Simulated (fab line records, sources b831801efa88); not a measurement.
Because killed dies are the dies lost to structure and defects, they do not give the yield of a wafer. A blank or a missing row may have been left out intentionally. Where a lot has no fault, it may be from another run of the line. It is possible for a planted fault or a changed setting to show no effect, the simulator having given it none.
Comparing a struck lot with a sound one	flow sky130	17 out of 708 route steps
Sound: wafers L801.3, L801.5, L801.6. Wafers struck: L809.1, L809.4, L809.6. The cause comes at the end.
At each step with rows: each side's tool, then ch and its chambers, then its first start. Under that, the readings that differ: sound wafers	struck wafers	difference of the means	sigmas: that difference in standard deviations of wafers without a fault.
alike: same words and numbers on both sides, and readings whose means sit less than 2 such deviations apart. not compared: any withheld reading, any reading some wafer has no value for, any bound like >300 that may hide the same value, and any number with overlapping values for which the record gives no deviation.
The two part at a step that has a row with sigmas, a row that says differs or no value, or rows on one side only. Numbers that have no deviation but don't overlap get no sigmas and don't part them. A reading missing from all wafers of one side parts the sides only when that side holds two or more wafers.

first, 5 steps without rows for these wafers: SKY_SD_N_COAT_02 (resist thk 1140 nm); SKY_SD_N_SOFTBAKE_03 (time 60 s); SKY_SD_N_EXPOSE_04 (exposes mask NSDM, target cd 380 nm); SKY_SD_N_PEB_05; SKY_SD_N_DEVELOP_06 (develop time 60 s).
SKY_SD_N_CD_MEAS_07: the cd target is 380 nm.
  sound on cd sem-02 at day 31 04:32; struck on cd sem-02 at day 32 18:38
  alike: cd nm
SKY_SD_N_OVL_MEAS_08:
  sound on overlay-01 at day 31 04:38; struck on overlay-02 at day 32 18:47
  alike: SD_N_OVL
then, 2 steps without rows for these wafers: SKY_SD_N_IMPLANT_09; SKY_SD_N_IMPLANT_10.
SKY_SD_N_STRIP_11: strips in O2/N2.
  sound on plasma asher-01 ch 0,1, day 31 04:59; struck on plasma asher-02 ch 0,1, day 32 19:07
  alike: chamber pressure mTorr, drypump motor current A, n2 flow sccm, o2 flow sccm, oes product au, strip time to endpoint s
  not compared: rf hours counter h
SKY_SD_N_TW_MEAS_12:
  sound on film metro-03 at day 31 05:05; struck on film metro-02 at day 32 19:13
reading	sound	struck	difference	sigmas
SD_N_TW	4003 4003 4003	3910 3898 3916	-95	-2
then, 1 step without rows for these wafers: SKY_SD_N_CLEAN_13 (cleans in SC1/SC2, time 150 s).
SKY_SD_N_RTA_14: time 2 s.
  sound on rtp anneal-02 ch 0, day 31 05:11; struck on rtp anneal-02 ch 0, day 32 19:20
reading	sound	struck	difference	sigmas
lamp power pct (%)	15.71 15.68 15.77	15.89 15.84 15.83	+0.13	+2
wafer_temp_C_max	1078.2 1078.6 1077.6	1087.7 1090.1 1089.1	+10.8	+8
SKY_SD_N_RS_MEAS_16: measurement is done with a four-point probe.
  sound on film metro-02 at day 31 05:23; struck on film metro-03 at day 32 19:30
reading	sound	struck	difference	sigmas
SD_N_RS (ohm/sq)	68.46 68.46 68.34	66.72 66.87 66.94	-1.58	-14
SKY_SD_N_RS_MEAS_17: measurement is done with a four-point probe.
  sound on film metro-02 at day 31 05:30; struck on film metro-03 at day 32 19:37
reading	sound	struck	difference	sigmas
SD_P_RS (ohm/sq)	147.1 146.6 146.7	138.3 138.2 138.8	-8.4	-23
SKY_SD_N_RS_MEAS_18: measurement is done with a four-point probe.
  sound on film metro-02 at day 31 05:37; struck on film metro-03 at day 32 19:44
  alike: RES_XHIGH_RS
-- here the record skips 17 days between the struck wafers' starts before and after, leaving off in module SD_N and picking up in module PAD_OPEN (first step shown: number 708 of the route) --
SKY_PAD_OPEN_PROBE_99:
  sound on prober-01 at day 48 09:34; struck on prober-02 at day 49 08:16
reading	sound	struck	difference	sigmas
model.etest.pfet_01v8.r on ohm um	3051 2883 2924	2837 2782 2873	-122	
model.etest.res pdiff.line ohm um	1424 1383 1420	1285 1316 1287	-113	
model.etest.res high po.line ohm um	734.9 741.5 738.3	692 710.3 690.8	-41	
model.etest.licon high po.rc ohm	343.5 322.2 331.5	315.9 311.2 319.3	-16.9	
model.etest.res ndiff.line ohm um	788.9 785.8 788.8	759.5 751.6 746.7	-35.2	
model.etest.res high po.rs ohm sq	260.6 257 258.5	249.4 246.8 251.2	-9.6	
  alike: killed_at_M0_to_M3, killed_at_M4_up, killed at contacts, killed at front end, killed at other, killed dies, killed open, killed short
  not compared: model.etest.res xhigh po.line ohm um, model.etest.res xhigh po.rs ohm sq

## WHERE THEY PART
Earliest at SKY_SD_N_TW_MEAS_12; latest, in this record, at SKY_SD_N_RS_MEAS_17. Later steps at which nothing parts them and some readings are alike: SKY_SD_N_RS_MEAS_18, SKY_PAD_OPEN_PROBE_99.

WHY: the cause the simulator had injected
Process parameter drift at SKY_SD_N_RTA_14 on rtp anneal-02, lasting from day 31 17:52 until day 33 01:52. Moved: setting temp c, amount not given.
